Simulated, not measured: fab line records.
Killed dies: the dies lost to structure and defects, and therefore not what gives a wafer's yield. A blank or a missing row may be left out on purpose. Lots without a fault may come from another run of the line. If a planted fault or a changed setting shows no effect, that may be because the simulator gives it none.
A single fault, viewed from 2 desks | flow sfq_line | numbers are kept per desk, each desk with only its own; the story behind them comes last

## AT THE METROLOGY DESK
Lot by lot, what the gauges showed, no matter which tool ran the lot: averages of those sampled wafers that carry a number. A lot is out of limits, marked OUT, if its mean lies more than 4 standard deviations from the usual mean; the brackets give that distance.
Columns: A = L0_MONX_KI_RS at SFQ_L0_RS_MEAS_901, usual 43.5 ohm/sq; B = L0V_OVL at SFQ_L0V_OVL_MEAS_903, usual 4 nm; C = I0_BOW at SFQ_I0_BOW_MEAS_907, usual 2 um
lot  | first seen here | A    | B  | C
L566 | day 1 12:34     | 43.3 | 8  | -3
L567 | day 1 17:34     | 43.8 | 9  | 3
L568 | day 1 22:36     | 43.9 | 3  | 1
L570 | day 2 08:34     | 43.0 | 3  | -3
L571 | day 2 13:34     | 43.2 | 10 | 2
L572 | day 2 18:35     | 43.1 | 8  | 8
L573 | day 2 23:35     | 43.4 | 9  | 3
L574 | day 3 04:34     | 43.3 | -2 | -2
L575 | day 3 09:34     | 43.8 | -1 | 6
L576 | day 3 14:37     | 43.8 | 2  | -1
L578 | day 4 00:34     | 43.9 | 1  | 2
L580 | day 4 10:35     | 44.0 | -5 | -1
L585 | day 5 11:35     | 44.2 | 3  | -1
L588 | day 6 02:34     | 43.6 | 5  | 6
Result from this desk: across the 14 lots, nothing is out of limits.

## AT THE TOOL OWNER'S DESK: cmp-02
The tool's own readings at SFQ_TRILAYER_I0_CMP_CMP_028 (polishes SiO2): means of the sampled wafers that have a number, for each lot that ran on this tool. A lot is out of limits, marked OUT, if its mean lies more than 4 standard deviations from the usual mean; the brackets give that distance.
Columns: A = motor_current_A at SFQ_TRILAYER_I0_CMP_CMP_028, usual 10.3 A; B = retaining_ring_pressure_frac at SFQ_TRILAYER_I0_CMP_CMP_028, usual 1.000; C = time_to_endpoint_s at SFQ_TRILAYER_I0_CMP_CMP_028, usual 215 s
lot  | first seen here | A    | B     | C
L568 | day 6 19:27     | 11.3 | 0.998 | 229
L571 | day 7 10:57     | 10.6 | 0.996 | 215
L572 | day 7 13:57     | 9.5  | 0.998 | 213
L573 | day 7 22:27     | 9.4  | 0.997 | 207
L575 | day 8 14:48     | 10.5 | 1.000 | 199
L578 | day 9 08:48     | 10.5 | 0.994 | 201
L580 | day 9 18:17     | 9.6  | 0.997 | 224
Result from this desk: across the 7 lots, nothing is out of limits.

## BROUGHT TOGETHER
The metrology desk saw nothing out of limits.
Nothing out of limits was seen by the tool owner's desk.

## WHAT THE SIMULATOR HAD INSERTED
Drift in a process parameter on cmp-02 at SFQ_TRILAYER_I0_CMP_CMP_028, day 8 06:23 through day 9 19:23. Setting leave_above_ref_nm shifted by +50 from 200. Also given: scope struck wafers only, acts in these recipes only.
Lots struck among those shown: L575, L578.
